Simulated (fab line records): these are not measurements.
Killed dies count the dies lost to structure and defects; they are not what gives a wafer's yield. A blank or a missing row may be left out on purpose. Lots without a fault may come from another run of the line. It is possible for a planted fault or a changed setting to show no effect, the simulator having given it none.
Which of the tools did it? | flow sky130 | 11 lots with 33 wafers sampled at 4 steps, on a route of 708 steps

## WHAT THE GAUGES SHOWED, per wafer
SKY_VIA2_OVL_MEAS_13. Usual: VIA2_OVL typically reads 3 nm, with standard deviation 5.4.
lot  | measured     | on         | VIA2_OVL (nm) | flag
L272 | day 37 05:46 | overlay-02 | 10 13 10      |
L273 | day 37 12:02 | overlay-01 | 4 -2 -1       |
L274 | day 37 17:52 | overlay-01 | 4 -4 4        |
L276 | day 38 03:58 | overlay-02 | 6 -7 3        |
L277 | day 38 12:16 | overlay-02 | 10 3 6        |
L278 | day 38 18:44 | overlay-02 | 0 5 2         |
L279 | day 39 02:14 | overlay-02 | 10 16 7       |
L280 | day 39 18:53 | overlay-02 | 5 -1 4        |
L290 | day 42 11:13 | overlay-02 | 9 4 7         |
L291 | day 42 14:58 | overlay-01 | 10 3 7        |
L293 | day 43 15:31 | overlay-01 | 1 -6 -1       |

## TOOL THAT RAN EACH LOT (tool first, then ch and the chambers of the sampled wafers, then the start)
lot  | SKY_METAL1_METAL_ETCH_19          | SKY_METAL2_SPUTTER_02        | SKY_METAL2_METAL_ETCH_19
L272 | rie metal-03 ch 0,1, day 33 15:28 | pvd sputter-03, day 34 21:49 | rie metal-02 ch 0,1, day 36 01:07
L273 | rie metal-01 ch 0,1, day 34 00:44 | pvd sputter-04, day 35 06:33 | rie metal-03 ch 1, day 36 08:35
L274 | rie metal-02 ch 0,1, day 34 04:08 | pvd sputter-04, day 35 10:26 | rie metal-02 ch 0, day 36 13:46
L276 | rie metal-03 ch 0,1, day 34 16:56 | pvd sputter-03, day 35 21:59 | rie metal-02 ch 1, day 37 00:55
L277 | rie metal-03 ch 0,1, day 35 01:56 | pvd sputter-04, day 36 06:53 | rie metal-02 ch 0,1, day 37 09:20
L278 | rie metal-01 ch 0,1, day 35 07:47 | pvd sputter-04, day 36 13:35 | rie metal-02 ch 0,1, day 37 16:20
L279 | rie metal-02 ch 0,1, day 35 15:58 | pvd sputter-02, day 36 20:50 | rie metal-04 ch 0,1, day 37 23:14
L280 | rie metal-01 ch 0,1, day 36 09:32 | pvd sputter-02, day 37 14:46 | rie metal-03 ch 0,1, day 38 16:19
L290 | rie metal-03 ch 0,1, day 39 05:23 | pvd sputter-03, day 40 09:31 | rie metal-03 ch 0,1, day 41 10:43
L291 | rie metal-02 ch 0,1, day 39 10:56 | pvd sputter-02, day 40 14:07 | rie metal-03 ch 0,1, day 41 14:41
L293 | rie metal-01 ch 0,1, day 40 12:03 | pvd sputter-04, day 41 15:20 | rie metal-04 ch 0,1, day 42 15:13
- SKY_METAL1_METAL_ETCH_19: etches the open film in Cl2/BCl3, stops on SiO2, target depth 360 nm, time 78 s.
- SKY_METAL2_SPUTTER_02: material AlCu, target thk 250 nm, time 13.3 s.
- SKY_METAL2_METAL_ETCH_19: etches the open film in Cl2/BCl3, stops on SiO2, target depth 360 nm, time 78 s.

## AS READ BY THE TOOLS THEMSELVES (means over the sampled wafers that have a number; for cases with no such wafer, the mark the record gives instead)
SKY_METAL1_METAL_ETCH_19. Usual: bias w 48.52 W, standard deviation 0.15; drypump motor current A 5.9 A, standard deviation 0.43; oes product au 0.854 a.u., standard deviation 0.0062; throttle valve pct 22.265 %, standard deviation 0.0097.
lot  | tool         | bias w (W) | drypump motor current A (A) | oes product au (a.u.) | throttle valve pct (%) | flag
L272 | rie metal-03 | 48.52      | 5.3                         | 0.854                 | 22.255                 |
L273 | rie metal-01 | 48.55      | 6.1                         | 0.848                 | 22.262                 |
L274 | rie metal-02 | 48.41      | 6.3                         | 0.860                 | 22.266                 |
L276 | rie metal-03 | 48.50      | 5.3                         | 0.862                 | 22.269                 |
L277 | rie metal-03 | 48.48      | 5.3                         | 0.855                 | 22.271                 |
L278 | rie metal-01 | 48.50      | 6.0                         | 0.861                 | 22.264                 |
L279 | rie metal-02 | 48.74      | 6.3                         | 0.852                 | 22.277                 |
L280 | rie metal-01 | 48.54      | 6.0                         | 0.855                 | 22.253                 |
L290 | rie metal-03 | 48.50      | 5.3                         | 0.856                 | 22.262                 |
L291 | rie metal-02 | 48.60      | 6.2                         | 0.864                 | 22.260                 |
L293 | rie metal-01 | 48.60      | 6.1                         | 0.852                 | 22.261                 |

SKY_METAL2_SPUTTER_02. Usual: throttle valve pct at 29.4 %, with a standard deviation of 1.3.
lot  | tool           | throttle valve pct (%) | flag
L272 | pvd sputter-03 | 29.6                   |
L273 | pvd sputter-04 | 30.1                   |
L274 | pvd sputter-04 | 29.9                   |
L276 | pvd sputter-03 | 29.1                   |
L277 | pvd sputter-04 | 29.0                   |
L278 | pvd sputter-04 | 29.2                   |
L279 | pvd sputter-02 | 30.0                   |
L280 | pvd sputter-02 | 28.9                   |
L290 | pvd sputter-03 | 28.9                   |
L291 | pvd sputter-02 | 30.4                   |
L293 | pvd sputter-04 | 29.2                   |

SKY_METAL2_METAL_ETCH_19. Usual: bias w 48.48 W, standard deviation 0.15; drypump motor current A 5.8 A, standard deviation 0.51; oes product au 0.854 a.u., standard deviation 0.0063; throttle valve pct 22.263 %, standard deviation 0.0092.
lot  | tool         | bias w (W) | drypump motor current A (A) | oes product au (a.u.) | throttle valve pct (%) | flag
L272 | rie metal-02 | 48.48      | 6.3                         | 0.858                 | 22.255                 |
L273 | rie metal-03 | 48.69      | 5.8                         | 0.853                 | 22.272                 |
L274 | rie metal-02 | 48.55      | 6.2                         | 0.852                 | 22.271                 |
L276 | rie metal-02 | 48.59      | 6.3                         | 0.854                 | 22.267                 |
L277 | rie metal-02 | 48.49      | 6.3                         | 0.853                 | 22.268                 |
L278 | rie metal-02 | 47.61      | 6.2                         | 0.849                 | 22.262                 | OFF
L279 | rie metal-04 | 48.51      | 5.8                         | 0.857                 | 22.257                 |
L280 | rie metal-03 | 48.45      | 5.6                         | 0.862                 | 22.260                 |
L290 | rie metal-03 | 48.41      | 5.6                         | 0.860                 | 22.266                 |
L291 | rie metal-03 | 48.35      | 5.6                         | 0.852                 | 22.259                 |
L293 | rie metal-04 | 48.48      | 5.8                         | 0.854                 | 22.259                 |

## THE ANSWER, worked out from the rows above alone
Rule: take the mean of a lot's wafers that have a number; if it is more than 3 standard deviations from the usual mean, the lot is off. Also off: a lot with no number at a reading for which 4 or more lots have one. Where the step has rows for the other lots, those lots are counted as sound. First the gauges in route order, then the tools' own readings, where a lot's mean is used as printed above. At the first step where some lot is off, the reading lying furthest off is the one used; lots without a number count as furthest.
Off at SKY_METAL2_METAL_ETCH_19 (bias w): L278.
If a tool, at that step or one of the process steps before it, ran each lot that is off and ran no sound lot following the first of them, it fits. One fits: rie metal-02 at SKY_METAL2_METAL_ETCH_19. A fault onset in the window from L277 (day 37 09:20, its last sound lot) to L278 (day 37 16:20, its first lot off) fits.
On the lots that are off, the tool's own readings at SKY_METAL2_METAL_ETCH_19 differ by more than 5 times the standard deviation of the sound lots' means, which bears it out; bias w reads 47.61 W there versus 48.50 W on the sound lots.

## WHAT THE SIMULATOR PUT IN
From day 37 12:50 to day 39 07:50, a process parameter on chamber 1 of rie metal-02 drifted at SKY_METAL2_METAL_ETCH_19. From 48.5, the setting bias w moved by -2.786. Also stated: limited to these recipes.
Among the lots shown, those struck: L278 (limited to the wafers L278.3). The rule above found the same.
